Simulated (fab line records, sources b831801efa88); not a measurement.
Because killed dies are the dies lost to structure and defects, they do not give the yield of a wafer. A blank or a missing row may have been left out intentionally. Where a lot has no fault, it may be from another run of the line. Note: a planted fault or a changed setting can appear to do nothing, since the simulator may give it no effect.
Which of the tools did it?    flow gf180mcu    route of 602 steps, sampled at 1 step: 6 lots, 18 wafers

== WHAT THE GAUGES READ, wafer by wafer ==
GF_V3_RS_MEAS_24: uses a four-point probe to measure.
lot   measured      on             V3_W_RS (ohm/sq)
L269  day 23 19:23  film-metro-03  0.325 0.329 0.322
L273  day 25 03:17  film-metro-03  0.328 0.330 0.326
L275  day 25 21:28  film-metro-01  0.331 0.327 0.330
L276  day 26 07:59  film-metro-02  0.328 0.326 0.324
L279  day 27 01:50  film-metro-03  0.329 0.322 0.324
L283  day 28 09:35  film-metro-01  0.327 0.331 0.325

== WHICH TOOL RAN EACH LOT (tool, then ch and the chambers of the sampled wafers, then the start) ==
No process step before these readings appears in the record.

== THE ANSWER, worked out from the rows above alone ==
Rule: the usual values come from the lots themselves. Put in order of their means at a reading, lots are off if they are a third of the lots or fewer, leave a main group of 4 or more, and stand apart from it by a gap of 3 or more times the standard deviation of the main group's means; of several such gaps the widest counts. Not used: any main group whose means are identical at the precision the tables above print for the reading. A lot without any number at a reading at which 4 lots or more have one is off too. The other lots that the step has rows for count as sound.
No lot is off on any of the readings shown, so nothing can be concluded from this.

== WHAT THE SIMULATOR HAD INSERTED ==
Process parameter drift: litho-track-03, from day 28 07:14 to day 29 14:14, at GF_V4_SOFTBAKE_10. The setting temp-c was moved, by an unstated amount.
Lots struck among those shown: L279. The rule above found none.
